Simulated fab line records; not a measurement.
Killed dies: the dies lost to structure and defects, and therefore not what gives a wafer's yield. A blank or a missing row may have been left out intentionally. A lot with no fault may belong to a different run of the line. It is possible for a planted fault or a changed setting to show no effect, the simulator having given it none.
fab line records -- flow sfq_line
[record] lots = 5, wafers = 15, last_day = 92
route steps=325 shown M0@32 I0@43 M1@58 I1@73 M8@325
lots untouched by any fault: they come from a run of this same line in which no faults occurred
start_h: hours from the record's opening day to when the first of the lot's shown wafers began -- wait_h: hours since the lot's step before -- " the same as in the row above -- L1.1+2: several wafers, shown together as one row -- - no value, or no start was given -- * or withheld: withheld -- < > ~ a bound
route shown NAME@n: NAME is a module with steps in the file, n the number in the route of the first one -- usual: average and standard deviation across the fault-free wafers -- same: alike in all rows -- chamber/n: place in a boat -- sites: readings site by site -- _std_site: standard deviation of those values -- _edge_site: the outer-site mean with the inner-site mean subtracted -- radius_mm: how far each site lies from the wafer's centre -- mask NAME#n: copy n -- behind: the last tool/chamber to shape the wafer -- hold: what put the lot on hold/how long, in hours/how the hold closed -- device: transistor that didn't switch, given as n, p or np -- end of line: tests run on the same wafers once the route is complete -- a step with no rows: only its recipe -- killed: at the first sort, the dies lost to defects and structure; wafer yield is something else -- map: dies across one wafer; x = killed, . = not, _ = none there
set.NAME: the setting that was run; set.NAME@STEP: the one run at that earlier step -- model.NAME: the simulator's own value behind a step, which no gauge read
certain route steps with their lots: each step a table, each wafer a row
services: the hour from which a tool's chamber was out of use, counted from the record's first day as start_h (under 0 if before that day), plus the number of hours and why
[[steps]]
[step SFQ_TRILAYER_M0_LITHO_COAT_026]
[recipe] resist = BARC, spin_rpm = 3000, resist_thk_nm = 62
[step SFQ_TRILAYER_M0_LITHO_COAT_021]
[recipe] resist = KrF, spin_rpm = 3000, resist_thk_nm = 600
[step SFQ_TRILAYER_M0_LITHO_SOFTBAKE_025]
[recipe] temp_c = withheld, time_s = withheld, resist = KrF
[step SFQ_TRILAYER_M0_LITHO_EXPOSE_022]
[recipe] mask_id = M0, na = 0.6, source_shape = conventional, sigma_outer = 0.65, target_cd_nm = 500, dose_mj = 14.4
[step SFQ_TRILAYER_M0_LITHO_PEB_024]
[recipe] peb_temp_c = 115, peb_time_s = 60, resist = KrF
[step SFQ_TRILAYER_M0_LITHO_DEVELOP_023]
[recipe] time_s = 60, resist = KrF
[step SFQ_M0_OVL_MEAS_906]
[usual] M0_OVL = 0/5.5
lot.wafer,tool,chamber,start_h,wait_h,M0_OVL[nm]
L668.3,overlay-02,-,267.88,0.1,6
L668.4,overlay-02,-,267.88,0.1,6
L668.6,overlay-02,-,267.88,0.1,-2
L673.2,overlay-01,-,320.55,0.1,11
L673.4,overlay-01,-,320.55,0.1,5
L673.6,overlay-01,-,320.55,0.1,7
L678.2,overlay-01,-,367.12,0.1,-1
L678.5,overlay-01,-,367.12,0.1,-1
L678.6,overlay-01,-,367.12,0.1,-10
L687.1,overlay-02,-,445.24,0.1,-7
L687.2,overlay-02,-,445.24,0.1,5
L687.5,overlay-02,-,445.24,0.1,-1
L690.3,overlay-02,-,485.11,0.1,-3
L690.4,overlay-02,-,485.11,0.1,6
L690.5,overlay-02,-,485.11,0.1,0
[step SFQ_TRILAYER_M0_BARC_OPEN_METAL_ETCH_031]
[recipe] mask_material = PR, chemistry = O2, target_depth_nm = 125, target = BARC, icp_w = 600, bias_w = 80, pressure_mtorr = 10, time_s = 41.7
[step SFQ_TRILAYER_M0_ETCH_METAL_ETCH_024]
[recipe] target = Nb, stop_on = SiO2, mask_material = PR, chemistry = Cl2/Ar, target_depth_nm = 240, icp_w = 600, bias_w = 80, pressure_mtorr = 10, time_s = 120
[usual] drypump_motor_current_A = 5.7/0.42, oes_product_au = 0.894/0.0065
lot.wafer,tool,chamber,start_h,wait_h,drypump_motor_current_A,oes_product_au,rf_hours_counter_h
L668.3,rie_metal-02,1,268.00,0.1,6.3,0.885,-
L668.4,rie_metal-02,0,268.00,0.1,5.6,0.895,-
L668.6,rie_metal-02,0,268.00,0.1,5.5,0.895,-
L673.2,rie_metal-02,1,320.64,0.0,6.3,0.896,114
L673.4,rie_metal-02,0,320.64,0.0,5.5,0.899,-
L673.6,rie_metal-02,1,320.64,0.0,6.3,0.901,-
L678.2,rie_metal-01,0,367.21,0.0,5.3,0.893,10
L678.5,rie_metal-01,1,367.21,0.0,6.0,0.879,-
L678.6,rie_metal-01,0,367.21,0.0,5.3,0.887,-
L687.1,rie_metal-02,0,445.33,0.0,5.5,0.898,101
L687.2,rie_metal-02,1,445.33,0.0,6.3,0.886,129
L687.5,rie_metal-02,1,445.33,0.0,6.3,0.884,-
L690.3,rie_metal-02,0,485.23,0.1,5.5,0.884,-
L690.4,rie_metal-02,1,485.23,0.1,6.3,0.886,-
L690.5,rie_metal-02,0,485.23,0.1,5.5,0.900,-
[step SFQ_TRILAYER_M0_STRIP_STRIP_025]
[recipe] gas = O2, power_w = 200, platen_temp_c = 40, overash_fraction = 0.65, chemistry = O2, pressure_mtorr = 50
[usual] drypump_motor_current_A = 5.7/0.42, oes_product_au = 1.002/0.012
lot.wafer,tool,chamber,start_h,wait_h,drypump_motor_current_A,oes_product_au,rf_hours_counter_h
L668.3,rie_metal-02,1,268.29,0.2,6.3,1.007,-
L668.4,rie_metal-02,0,268.29,0.2,5.5,0.992,-
L668.6,rie_metal-02,0,268.29,0.2,5.5,1.003,-
L673.2,rie_metal-02,1,320.76,0.1,6.3,1.007,114
L673.4,rie_metal-02,0,320.76,0.1,5.5,1.008,-
L673.6,rie_metal-02,1,320.76,0.1,6.3,1.005,-
L678.2,rie_metal-01,0,367.33,0.1,5.3,0.989,10
L678.5,rie_metal-01,1,367.33,0.1,6.0,0.994,-
L678.6,rie_metal-01,0,367.33,0.1,5.3,0.999,-
L687.1,rie_metal-02,0,445.46,0.1,5.5,1.008,101
L687.2,rie_metal-02,1,445.46,0.1,6.3,1.005,129
L687.5,rie_metal-02,1,445.46,0.1,6.3,1.006,-
L690.3,rie_metal-02,0,485.52,0.2,5.5,1.014,-
L690.4,rie_metal-02,1,485.52,0.2,6.3,1.011,-
L690.5,rie_metal-02,0,485.52,0.2,5.5,1.013,-
[step SFQ_TRILAYER_M0_STRIP_SOLV_CLEAN_026]
[recipe] chemistry = NMP, temp_c = 70, time_s = 600
[step SFQ_TRILAYER_I0_DEP_PECVD_027]
[recipe] material = SiO2, temp_c = 150, time_s = 111.11, pressure_torr = 2.4, rf_w = 183.3, precursor = SiH4/N2O, target_thk_nm = 500
[step SFQ_TRILAYER_I0_CMP_CMP_028]
[recipe] material = SiO2, down_force_psi = 3, platen_rpm = 60, pad_velocity_m_s = 0.94248
[usual] head_pressure_psi = 3.000/0.0066, motor_current_A = 10.3/0.69, time_to_endpoint_s = 208/7.5
lot.wafer,tool,chamber,start_h,wait_h,head_pressure_psi,motor_current_A,time_to_endpoint_s,model.SiO2_of_TRILAYER_I0_DEP_PECVD_027.thk_nm
L668.4,cmp-02,3,273.37,4.4,2.996,10.7,216,199.1
L668.3,cmp-02,1,274.37,5.5,3.003,9.6,202,197.3
L668.6,cmp-02,0,275.87,6.9,3.003,10.1,212,200.1
L673.2,cmp-01,3,322.88,1.3,3.001,9.9,198,198
L673.4,cmp-01,1,323.88,2.2,2.994,10.0,199,199.1
L673.6,cmp-01,3,324.88,3.2,3.001,9.6,212,199.8
L678.2,cmp-01,0,368.20,0.0,3.017,9.7,212,199.9
L678.6,cmp-01,0,370.20,2.0,2.995,9.9,206,199.3
L678.5,cmp-01,1,370.20,2.0,2.994,10.3,218,199.6
L687.1,cmp-02,1,447.86,1.6,3.001,9.8,195,198.7
L687.2,cmp-02,2,447.86,1.6,2.996,9.5,208,198.9
L687.5,cmp-02,3,447.86,1.6,3.003,10.5,181,250
L690.3,cmp-01,0,492.75,6.6,3.004,9.7,202,199.8
L690.4,cmp-01,2,493.75,7.6,3.006,11.4,211,200.9
L690.5,cmp-01,0,494.75,8.6,3.009,10.3,205,200.2
[step SFQ_I0_BOW_MEAS_907]
[recipe] mode = bow
[usual] I0_BOW = 1/6.5
lot.wafer,tool,chamber,start_h,wait_h,I0_BOW[um]
L668.3,film_metro-01,-,276.41,1.5,3
L668.4,film_metro-01,-,276.41,1.5,5
L668.6,film_metro-01,-,276.41,1.5,8
L673.2,film_metro-04,-,325.90,2.5,5
L673.4,film_metro-04,-,325.90,2.5,-4
L673.6,film_metro-04,-,325.90,2.5,-7
L678.2,film_metro-02,-,371.22,2.5,2
L678.5,film_metro-02,-,371.22,2.5,-1
L678.6,film_metro-02,-,371.22,2.5,9
L687.1,film_metro-04,-,449.86,1.5,-5
L687.2,film_metro-04,-,449.86,1.5,7
L687.5,film_metro-04,-,449.86,1.5,2
L690.3,film_metro-04,-,495.29,2.0,4
L690.4,film_metro-04,-,495.29,2.0,12
L690.5,film_metro-04,-,495.29,2.0,6
[step SFQ_TRILAYER_I0_METRO_MEASURE_029]
[usual] thk_nm = 199.2/1
lot.wafer,tool,chamber,start_h,wait_h,thk_nm
L668.3,film_metro-01,-,276.89,0.5,197.3
L668.4,film_metro-01,-,276.89,0.5,199.0
L668.6,film_metro-01,-,276.89,0.5,200.2
L673.2,film_metro-04,-,326.20,0.3,197.9
L673.4,film_metro-04,-,326.20,0.3,199.1
L673.6,film_metro-04,-,326.20,0.3,199.8
L678.2,film_metro-02,-,371.52,0.3,200.1
L678.5,film_metro-02,-,371.52,0.3,199.9
L678.6,film_metro-02,-,371.52,0.3,199.3
L687.1,film_metro-04,-,449.98,0.1,198.8
L687.2,film_metro-04,-,449.98,0.1,198.9
L687.5,film_metro-04,-,449.98,0.1,250.2
L690.3,film_metro-04,-,495.77,0.5,199.8
L690.4,film_metro-04,-,495.77,0.5,200.9
L690.5,film_metro-04,-,495.77,0.5,200.2
[step SFQ_TRILAYER_I0_VIA_LITHO_COAT_036]
[recipe] resist = BARC, spin_rpm = 3000, resist_thk_nm = 62
[step SFQ_TRILAYER_I0_VIA_LITHO_COAT_031]
[recipe] resist = KrF, spin_rpm = 3000, resist_thk_nm = 650
[step SFQ_TRILAYER_I0_VIA_LITHO_SOFTBAKE_035]
[recipe] temp_c = withheld, time_s = withheld, resist = KrF
[step SFQ_TRILAYER_I0_VIA_LITHO_EXPOSE_032]
[recipe] mask_id = I0, na = 0.6, source_shape = conventional, sigma_outer = 0.65, target_cd_nm = 500, dose_mj = 21.3
[step SFQ_TRILAYER_I0_VIA_LITHO_PEB_034]
[recipe] peb_temp_c = 115, peb_time_s = 60, resist = KrF
[step SFQ_TRILAYER_I0_VIA_LITHO_DEVELOP_033]
[recipe] time_s = 60, resist = KrF
[step SFQ_I0_OVL_MEAS_908]
[usual] I0_OVL = -1/5
lot.wafer,tool,chamber,start_h,wait_h,I0_OVL[nm]
L668.3,overlay-01,-,304.80,0.1,-2
L668.4,overlay-01,-,304.80,0.1,-2
L668.6,overlay-01,-,304.80,0.1,6
L673.2,overlay-01,-,337.45,0.1,6
L673.4,overlay-01,-,337.45,0.1,-2
L673.6,overlay-01,-,337.45,0.1,3
L678.2,overlay-01,-,374.78,0.1,-9
L678.5,overlay-01,-,374.78,0.1,-4
L678.6,overlay-01,-,374.78,0.1,-6
L687.1,overlay-01,-,609.23,0.1,7
L687.2,overlay-01,-,609.23,0.1,0
L687.5,overlay-01,-,609.23,0.1,8
L690.3,overlay-02,-,650.17,0.1,-4
L690.4,overlay-02,-,650.17,0.1,-2
L690.5,overlay-02,-,650.17,0.1,0
[step SFQ_TRILAYER_I0_VIA_BARC_OPEN_VIA_ETCH_046]
[recipe] mask_material = PR, chemistry = O2, target_depth_nm = 125, target = BARC, source_w = 500, bias_w = 80, pressure_mtorr = 30, time_s = 41.7
[step SFQ_TRILAYER_I0_VIA_ETCH_VIA_ETCH_034]
[recipe] target = SiO2, stop_on = Nb, mask_material = PR, taper_deg = 20, chemistry = CHF3, target_depth_nm = 260, source_w = 500, bias_w = 80, pressure_mtorr = 30, time_s = withheld
[usual] drypump_motor_current_A = 5.7/0.35, oes_product_au = 0.853/0.005
lot.wafer,tool,chamber,start_h,wait_h,drypump_motor_current_A,oes_product_au,model.I0.feature_depth_nm,model.etch.depth_nm
L668.3,rie_diel-04,2,304.86,0.0,5.4,0.846,197.3,197.3
L668.4,rie_diel-04,1,304.86,0.0,5.2,0.854,199.1,199.1
L668.6,rie_diel-04,2,304.86,0.0,5.4,0.849,200.1,200.1
L673.2,rie_diel-01,0,337.52,0.0,5.9,0.853,198,198
L673.4,rie_diel-01,2,337.52,0.0,5.7,0.856,199.1,199.1
L673.6,rie_diel-01,0,337.52,0.0,5.9,0.850,199.8,199.8
L678.2,rie_diel-01,3,374.85,0.0,4.8,0.860,199.9,199.9
L678.5,rie_diel-01,1,374.85,0.0,6.0,0.850,199.6,199.6
L678.6,rie_diel-01,0,374.85,0.0,5.9,0.858,199.3,199.3
L687.1,rie_diel-01,0,609.31,0.0,5.9,0.854,198.7,198.7
L687.2,rie_diel-01,2,609.31,0.0,5.7,0.852,198.9,198.9
L687.5,rie_diel-01,0,609.31,0.0,5.9,0.971,250,250
L690.3,rie_diel-04,0,650.23,0.0,5.8,0.851,199.8,199.8
L690.4,rie_diel-04,1,650.23,0.0,5.2,0.858,200.9,200.9
L690.5,rie_diel-04,3,650.23,0.0,5.7,0.854,200.2,200.2
[step SFQ_TRILAYER_I0_VIA_STRIP_STRIP_035]
[recipe] gas = O2, power_w = 200, platen_temp_c = 40, overash_fraction = 0.65, chemistry = O2, pressure_mtorr = 50
[usual] drypump_motor_current_A = 5.7/0.36, oes_product_au = 1.003/0.012
lot.wafer,tool,chamber,start_h,wait_h,drypump_motor_current_A,oes_product_au,rf_hours_counter_h
L668.3,rie_metal-02,0,305.18,-,5.6,0.996,-
L668.4,rie_metal-02,1,305.18,-,6.3,1.011,-
L668.6,rie_metal-02,1,305.18,-,6.3,0.998,-
L673.2,rie_metal-02,0,337.64,-,5.5,0.998,90
L673.4,rie_metal-02,0,337.64,-,5.5,1.009,-
L673.6,rie_metal-02,0,337.64,-,5.5,1.005,-
L678.2,rie_metal-02,0,374.96,-,5.5,1.008,94
L678.5,rie_metal-02,1,374.96,-,6.3,0.993,-
L678.6,rie_metal-02,0,374.96,-,5.5,1.020,-
L687.1,rie_metal-01,0,609.42,-,5.3,0.993,44
L687.2,rie_metal-01,1,609.42,-,6.0,0.975,51
L687.5,rie_metal-01,1,609.42,-,6.0,0.990,-
L690.3,rie_metal-04,0,650.55,-,5.4,1.008,-
L690.4,rie_metal-04,1,650.55,-,5.5,1.002,-
L690.5,rie_metal-04,0,650.55,-,5.4,1.003,-
[step SFQ_TRILAYER_I0_VIA_STRIP_SOLV_CLEAN_036]
[recipe] chemistry = NMP, temp_c = 70, time_s = 600
[step SFQ_TRILAYER_M1_DEP_PRE_CLEAN_038]
[recipe] gas = Ar, time_s = 22.5, bias_v = 250
lot.wafer,tool,chamber,start_h,wait_h,model.SiO2_of_TRILAYER_I0_DEP_PECVD_027.thk_nm
L668.3,pvd_sputter-05,-,305.75,0.0,189.8
L668.4,pvd_sputter-05,-,305.75,0.0,191.6
L668.6,pvd_sputter-05,-,305.75,0.0,192.6
L673.2,pvd_sputter-06,-,338.43,0.0,190.5
L673.4,pvd_sputter-06,-,338.43,0.0,191.6
L673.6,pvd_sputter-06,-,338.43,0.0,192.3
L678.2,pvd_sputter-05,-,375.75,0.0,192.4
L678.5,pvd_sputter-05,-,375.75,0.0,192.1
L678.6,pvd_sputter-05,-,375.75,0.0,191.8
L687.1,pvd_sputter-05,-,610.20,0.0,191.2
L687.2,pvd_sputter-05,-,610.20,0.0,191.4
L687.5,pvd_sputter-05,-,610.20,0.0,242.5
L690.3,pvd_sputter-06,-,651.30,0.0,192.3
L690.4,pvd_sputter-06,-,651.30,0.0,193.4
L690.5,pvd_sputter-06,-,651.30,0.0,192.7
[step SFQ_TRILAYER_M1_DEP_SPUTTER_037]
[recipe] material = Nb, base_pressure_pa = 1.33e-06, chamber_pressure_pa = 0.1333, substrate_temp_c = 20, resputter_cathode_voltage_v = 400, target_thk_nm = 200, power_w = 2000, time_s = 133.3
[usual] throttle_valve_pct = 30.2/1.2
lot.wafer,tool,chamber,start_h,wait_h,throttle_valve_pct
L668.3,pvd_sputter-05,-,305.78,0.0,30.8
L668.4,pvd_sputter-05,-,305.78,0.0,31.4
L668.6,pvd_sputter-05,-,305.78,0.0,31.5
L673.2,pvd_sputter-06,-,338.46,0.0,30.9
L673.4,pvd_sputter-06,-,338.46,0.0,30.1
L673.6,pvd_sputter-06,-,338.46,0.0,29.4
L678.2,pvd_sputter-05,-,375.78,0.0,27.9
L678.5,pvd_sputter-05,-,375.78,0.0,28.1
L678.6,pvd_sputter-05,-,375.78,0.0,31.2
L687.1,pvd_sputter-05,-,610.23,0.0,31.6
L687.2,pvd_sputter-05,-,610.23,0.0,31.2
L687.5,pvd_sputter-05,-,610.23,0.0,31.1
L690.3,pvd_sputter-06,-,651.33,0.0,31.3
L690.4,pvd_sputter-06,-,651.33,0.0,30.2
L690.5,pvd_sputter-06,-,651.33,0.0,30.4
[step SFQ_M1_RS_MEAS_909]
[recipe] thk_meas_gauge = four-point-probe, reads = Nb_of_TRILAYER_M1_DEP_SPUTTER_037
[usual] M1_NB_RS = 0.885/0.013
lot.wafer,tool,chamber,start_h,wait_h,M1_NB_RS[ohm/sq]
L668.3,film_metro-01,-,305.91,0.1,0.882
L668.4,film_metro-01,-,305.91,0.1,0.871
L668.6,film_metro-01,-,305.91,0.1,0.864
L673.2,film_metro-01,-,338.57,0.1,0.895
L673.4,film_metro-01,-,338.57,0.1,0.894
L673.6,film_metro-01,-,338.57,0.1,0.906
L678.2,film_metro-03,-,375.89,0.1,0.886
L678.5,film_metro-03,-,375.89,0.1,0.888
L678.6,film_metro-03,-,375.89,0.1,0.879
L687.1,film_metro-03,-,610.32,0.0,0.878
L687.2,film_metro-03,-,610.32,0.0,0.875
L687.5,film_metro-03,-,610.32,0.0,0.886
L690.3,film_metro-01,-,651.46,0.1,0.880
L690.4,film_metro-01,-,651.46,0.1,0.871
L690.5,film_metro-01,-,651.46,0.1,0.867
[step SFQ_TRILAYER_M1_LITHO_COAT_044]
[recipe] resist = BARC, spin_rpm = 3000, resist_thk_nm = 62
[step SFQ_TRILAYER_M1_LITHO_COAT_039]
[recipe] resist = KrF, spin_rpm = 3000, resist_thk_nm = 600
[step SFQ_TRILAYER_M1_LITHO_SOFTBAKE_043]
[recipe] temp_c = withheld, time_s = withheld, resist = KrF
[step SFQ_TRILAYER_M1_LITHO_EXPOSE_040]
[recipe] mask_id = M1, na = 0.6, source_shape = conventional, sigma_outer = 0.65, target_cd_nm = 500, dose_mj = 14.4
[step SFQ_TRILAYER_M1_LITHO_PEB_042]
[recipe] peb_temp_c = 115, peb_time_s = 60, resist = KrF
[step SFQ_TRILAYER_M1_LITHO_DEVELOP_041]
[recipe] time_s = 60, resist = KrF
[step SFQ_M1_OVL_MEAS_911]
[usual] M1_OVL = 1/5
lot.wafer,tool,chamber,start_h,wait_h,M1_OVL[nm]
L668.3,overlay-01,-,428.45,0.1,-2
L668.4,overlay-01,-,428.45,0.1,-4
L668.6,overlay-01,-,428.45,0.1,-3
L673.2,overlay-01,-,481.38,0.1,6
L673.4,overlay-01,-,481.38,0.1,3
L673.6,overlay-01,-,481.38,0.1,3
L678.2,overlay-02,-,532.31,0.1,4
L678.5,overlay-02,-,532.31,0.1,7
L678.6,overlay-02,-,532.31,0.1,-2
L687.1,overlay-01,-,763.88,0.1,-6
L687.2,overlay-01,-,763.88,0.1,7
L687.5,overlay-01,-,763.88,0.1,8
L690.3,overlay-01,-,804.82,0.1,7
L690.4,overlay-01,-,804.82,0.1,-5
L690.5,overlay-01,-,804.82,0.1,-1
[step SFQ_TRILAYER_M1_BARC_OPEN_METAL_ETCH_054]
[recipe] mask_material = PR, chemistry = O2, target_depth_nm = 125, target = BARC, icp_w = 600, bias_w = 80, pressure_mtorr = 10, time_s = 41.7
[step SFQ_TRILAYER_M1_ETCH_METAL_ETCH_042]
[recipe] target = Nb, stop_on = SiO2, mask_material = PR, chemistry = Cl2/Ar, target_depth_nm = 240, icp_w = 600, bias_w = 80, pressure_mtorr = 10, time_s = 120
[step SFQ_TRILAYER_M1_STRIP_STRIP_043]
[recipe] gas = O2, power_w = 200, platen_temp_c = 40, overash_fraction = 0.65, chemistry = O2, pressure_mtorr = 50
[step SFQ_TRILAYER_M1_STRIP_SOLV_CLEAN_044]
[recipe] chemistry = NMP, temp_c = 70, time_s = 600
[step SFQ_TRILAYER_I1_DEP_PECVD_045]
[recipe] material = SiO2, temp_c = 150, time_s = 111.11, pressure_torr = 2.4, rf_w = 183.3, precursor = SiH4/N2O, target_thk_nm = 500
[usual] heater_power_w = 82/14, susceptor_temp_C = 149.99/0.12, throttle_valve_pct = 24.2/0.98
lot.wafer,tool,chamber,start_h,wait_h,heater_power_w,susceptor_temp_C,throttle_valve_pct
L668.3,pecvd-03,2,429.43,0.0,79,149.94,26.0
L668.4,pecvd-03,2,429.43,0.0,82,149.87,25.5
L668.6,pecvd-03,1,429.43,0.0,94,150.02,24.5
L673.2,pecvd-03,1,482.38,0.0,82,150.06,24.5
L673.4,pecvd-03,1,482.38,0.0,86,149.99,24.3
L673.6,pecvd-03,2,482.38,0.0,96,150.09,25.5
L678.2,pecvd-03,2,533.30,0.0,91,150.16,25.8
L678.5,pecvd-03,2,533.30,0.0,93,150.15,25.6
L678.6,pecvd-03,1,533.30,0.0,91,149.93,24.4
L687.1,pecvd-03,2,764.87,0.0,94,150.06,25.6
L687.2,pecvd-03,1,764.87,0.0,95,149.93,24.9
L687.5,pecvd-03,2,764.87,0.0,80,149.95,25.8
L690.3,pecvd-03,0,805.80,0.0,108,150.09,24.2
L690.4,pecvd-03,1,805.80,0.0,89,150.14,24.8
L690.5,pecvd-03,2,805.80,0.0,96,149.75,25.8
[step SFQ_M8_BOW_MEAS_951]
[recipe] mode = bow
[usual] M8_BOW = 8/8.1
lot.wafer,tool,chamber,start_h,wait_h,M8_BOW[um],model.etest.i0.link_ohm
L668.3,film_metro-02,-,1847.95,0.0,3,1.964
L668.4,film_metro-02,-,1847.95,0.0,3,1.942
L668.6,film_metro-02,-,1847.95,0.0,6,1.943
L673.2,film_metro-01,-,1948.28,0.0,11,1.972
L673.4,film_metro-01,-,1948.28,0.0,3,1.965
L673.6,film_metro-01,-,1948.28,0.0,-1,1.981
L678.2,film_metro-04,-,2179.61,0.0,1,1.962
L678.5,film_metro-04,-,2179.61,0.0,-4,1.982
L678.6,film_metro-04,-,2179.61,0.0,6,1.954
L687.1,film_metro-02,-,2207.44,0.0,5,1.952
L687.2,film_metro-02,-,2207.44,0.0,16,1.944
L687.5,film_metro-02,-,2207.44,0.0,11,2.006
L690.3,film_metro-04,-,2213.65,0.0,12,1.972
L690.4,film_metro-04,-,2213.65,0.0,19,1.962
L690.5,film_metro-04,-,2213.65,0.0,13,1.935
[[services]]
tool,chamber,start_h,hours,kind
cmp-01,-,245.17,16.4,repair
rie_metal-01,1,254.07,5.4,repair
film_metro-04,-,254.63,1.0,pm
pvd_sputter-06,-,314.00,5.3,repair
pvd_sputter-06,-,354.53,4.6,repair
pecvd-03,0,362.35,7.2,repair
pvd_sputter-06,-,392.42,13.2,repair
rie_metal-02,1,399.90,3.4,repair
rie_metal-02,-,442.12,2.4,repair
pvd_sputter-06,-,475.97,4.2,repair
pecvd-03,-,484.92,2.3,repair
rie_metal-02,-,485.92,2.8,pm
pvd_sputter-05,-,576.80,1.9,repair
pecvd-03,0,581.46,10.3,repair
pecvd-03,-,583.93,14.6,pm
rie_metal-02,-,635.69,0.6,repair
pecvd-03,-,718.06,1.6,repair
pecvd-03,-,721.22,0.9,repair
pecvd-03,0,762.44,5.6,repair
pecvd-03,0,768.64,8.4,repair
pecvd-03,-,770.78,6.0,pm
pecvd-03,-,778.51,0.9,repair
rie_metal-02,-,783.36,0.5,repair
pvd_sputter-05,-,794.67,4.1,repair
[[key]]
[first_sign] step = SFQ_TRILAYER_I0_CMP_CMP_028, reading = time_to_endpoint_s, direction = down, sigmas = 3.7, usual = *, struck = *
[effect] step = SFQ_TRILAYER_I0_METRO_MEASURE_029, reading = thk_nm, direction = up, sigmas = 49, usual = 199.2, struck = 250.2
[effect] step = SFQ_TRILAYER_I0_VIA_ETCH_VIA_ETCH_034, reading = oes_product_au, direction = up, sigmas = 24, usual = 0.853, struck = 0.971
[model_effect] step = SFQ_TRILAYER_I0_CMP_CMP_028, value = SiO2_of_TRILAYER_I0_DEP_PECVD_027.thk_nm, without = 200, struck = 250
[model_effect] step = SFQ_TRILAYER_I0_VIA_ETCH_VIA_ETCH_034, value = I0.feature_depth_nm, without = 200, struck = 250
[model_effect] step = SFQ_TRILAYER_M1_DEP_PRE_CLEAN_038, value = SiO2_of_TRILAYER_I0_DEP_PECVD_027.thk_nm, without = 192.5, struck = 242.5
[model_effect] step = SFQ_M8_BOW_MEAS_951, value = etest.i0.link_ohm, without = 1.96, struck = 2.006
met_at SFQ_TRILAYER_I0_CMP_CMP_028
struck_wafers L687.5
onset_between 273.37 447.86
[fault] kind = process_parameter_drift, tool = cmp-02, chamber = -, onset_h = 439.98, steps = SFQ_TRILAYER_I0_CMP_CMP_028, channel = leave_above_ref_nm, offset = 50, shape = step, end_h = 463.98, scope = struck_wafers_only, acts_in = these_recipes_only, stated = 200
